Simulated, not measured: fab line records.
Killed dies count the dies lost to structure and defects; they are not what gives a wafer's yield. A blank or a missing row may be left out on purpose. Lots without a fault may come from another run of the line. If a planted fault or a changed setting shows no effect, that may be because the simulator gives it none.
Lot-split experiment + flow gf180mcu + 23 wafers read from 5 lots, route of 602 steps

ABOUT THE SPLIT
At GF_POLY_GATE_OXIDATION_16 (stabilise 600 s, purge 300 s, target thk 4 nm), the setting ox_time_s was moved away from the recipe's 899 s on 20 of the 23 wafers read, by +4.6% to +11.6%. The other wafers ran this setting at the recipe's value.

The reading comes from the split's own step.

THE READING
SiO2_of_POLY_GATE_OXIDATION_16.thk_nm (the simulator's own value, which no gauge read), in nm, at GF_POLY_GATE_OXIDATION_16 (stabilise 600 s, purge 300 s, target thk 4 nm). No usual value for it is given in the file. The 3 wafers here that ran the recipe average 3.946 nm, standard deviation 0.026 nm.

| wafer  | tool, chamber at the split | ox_time_s as run, s | against the recipe | SiO2_of_POLY_GATE_OXIDATION_16.thk_nm, nm | against lot-mates on the recipe |
|--------|----------------------------|---------------------|--------------------|-------------------------------------------|---------------------------------|
| L075.1 | -, -                       | 953.3               | +6.0%              | 4.131                                     | no lot-mate on the recipe       |
| L075.2 | -, -                       | 953.3               | +6.0%              | 4.154                                     | no lot-mate on the recipe       |
| L075.3 | -, -                       | 953.3               | +6.0%              | 4.192                                     | no lot-mate on the recipe       |
| L075.4 | -, -                       | 953.3               | +6.0%              | 4.15                                      | no lot-mate on the recipe       |
| L075.5 | -, -                       | 953.3               | +6.0%              | 4.169                                     | no lot-mate on the recipe       |
| L076.2 | -, -                       | 953.1               | +6.0%              | 4.14                                      | no lot-mate on the recipe       |
| L076.3 | -, -                       | 953.1               | +6.0%              | 4.151                                     | no lot-mate on the recipe       |
| L076.4 | -, -                       | 953.1               | +6.0%              | 4.205                                     | no lot-mate on the recipe       |
| L076.5 | -, -                       | 953.1               | +6.0%              | 4.1                                       | no lot-mate on the recipe       |
| L076.6 | -, -                       | 953.1               | +6.0%              | 4.087                                     | no lot-mate on the recipe       |
| L082.1 | -, -                       | 1003                | +11.6%             | 4.291                                     | no lot-mate on the recipe       |
| L082.2 | -, -                       | 1003                | +11.6%             | 4.367                                     | no lot-mate on the recipe       |
| L082.4 | -, -                       | 1003                | +11.6%             | 4.298                                     | no lot-mate on the recipe       |
| L082.5 | -, -                       | 1003                | +11.6%             | 4.299                                     | no lot-mate on the recipe       |
| L082.6 | -, -                       | 1003                | +11.6%             | 4.344                                     | no lot-mate on the recipe       |
| L083.1 | -, -                       | 940.3               | +4.6%              | 4.177                                     | no lot-mate on the recipe       |
| L083.2 | -, -                       | 940.3               | +4.6%              | 4.065                                     | no lot-mate on the recipe       |
| L083.3 | -, -                       | 940.3               | +4.6%              | 4.137                                     | no lot-mate on the recipe       |
| L083.4 | -, -                       | 940.3               | +4.6%              | 4.104                                     | no lot-mate on the recipe       |
| L083.6 | -, -                       | 940.3               | +4.6%              | 4.047                                     | no lot-mate on the recipe       |
| L084.2 | furnace-02, 0              | 899                 | recipe             | 3.909                                     | -                               |
| L084.3 | furnace-02, 0              | 899                 | recipe             | 3.966                                     | -                               |
| L084.5 | furnace-02, 0              | 899                 | recipe             | 3.964                                     | -                               |

FIT RESULTS
A straight line over all 23 wafers: SiO2_of_POLY_GATE_OXIDATION_16.thk_nm changes by +0.0319 nm for each +1% of ox_time_s; r = +0.95; the points scatter about the line by 0.038 nm.
Too few moved wafers with a lot-mate on the recipe to fit a line net of each lot's own level.

FILE'S OWN FIT
SiO2_of_POLY_GATE_OXIDATION_16.thk_nm changes by +0.0319 nm for each +1% of ox_time_s, r = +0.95.
